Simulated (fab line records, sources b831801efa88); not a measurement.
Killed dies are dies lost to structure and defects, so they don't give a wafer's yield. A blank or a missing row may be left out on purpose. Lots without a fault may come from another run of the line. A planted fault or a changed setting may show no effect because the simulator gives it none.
One fault seen from 2 desks | flow gf180mcu | each desk has only its own numbers; what lay behind them comes last

THE METROLOGY DESK
What the gauges read, lot by lot, whatever tool the lot ran on: means of the sampled wafers that have a number. A lot is out of limits, marked OUT, if its mean lies more than 4 standard deviations from the usual mean; the brackets give that distance.
Columns: A = V5_CVD_02_THK at GF_V5_THK_MEAS_03, usual 1451 nm; B = V5_W_THK at GF_V5_THK_MEAS_25, usual 353 nm
lot  | first seen here | A    | B
L486 | day 26 04:14    | 1461 | 354
L487 | day 26 04:39    | 1424 | 353
L488 | day 27 07:02    | 1469 | 352
L490 | day 27 20:34    | 1440 | 353
L493 | day 28 18:50    | 1452 | 355
L492 | day 29 02:59    | 1446 | 360
L494 | day 29 07:20    | 1476 | 346
L496 | day 29 14:59    | 1437 | 348
L497 | day 30 00:14    | 1461 | 346
L498 | day 30 05:19    | 1454 | 363
L501 | day 31 05:29    | 1452 | 351
L505 | day 32 02:08    | 1466 | 356
L506 | day 32 09:49    | 1451 | 345
This desk's finding: nothing out of limits on any of the 13 lots.

THE TOOL OWNER'S DESK: rie_diel-03
The tool's own readings at GF_CONTACT_ETCH_16 (etches BARC in N2/H2): means of the sampled wafers that have a number, for each lot that ran on this tool. A lot is out of limits, marked OUT, if its mean lies more than 4 standard deviations from the usual mean; the brackets give that distance.
Columns: A = drypump_motor_current_A at GF_CONTACT_ETCH_16, usual 5.6 A; B = h2_flow_sccm at GF_CONTACT_ETCH_16, usual 200.1 sccm; C = oes_product_au at GF_CONTACT_ETCH_16, usual 0.854 a.u.; D = throttle_valve_pct at GF_CONTACT_ETCH_16, usual 13.223 %
lot  | first seen here | A   | B     | C     | D
L486 | day 16 07:31    | 5.4 | 200.2 | 0.853 | 13.219
L490 | day 17 13:23    | 5.4 | 200.1 | 0.861 | 13.226
L494 | day 19 03:10    | 5.4 | 200.3 | 0.854 | 13.230
L497 | day 20 05:02    | 5.5 | 200.9 | 0.858 | 13.225
L498 | day 20 08:59    | 5.6 | 200.4 | 0.855 | 13.220
L505 | day 23 01:08    | 5.4 | 200.1 | 0.851 | 13.228
This desk's finding: nothing out of limits on any of the 6 lots.

PUT TOGETHER
The metrology desk saw nothing out of limits.
The tool owner's desk saw nothing out of limits.

WHAT THE SIMULATOR HAD PUT IN
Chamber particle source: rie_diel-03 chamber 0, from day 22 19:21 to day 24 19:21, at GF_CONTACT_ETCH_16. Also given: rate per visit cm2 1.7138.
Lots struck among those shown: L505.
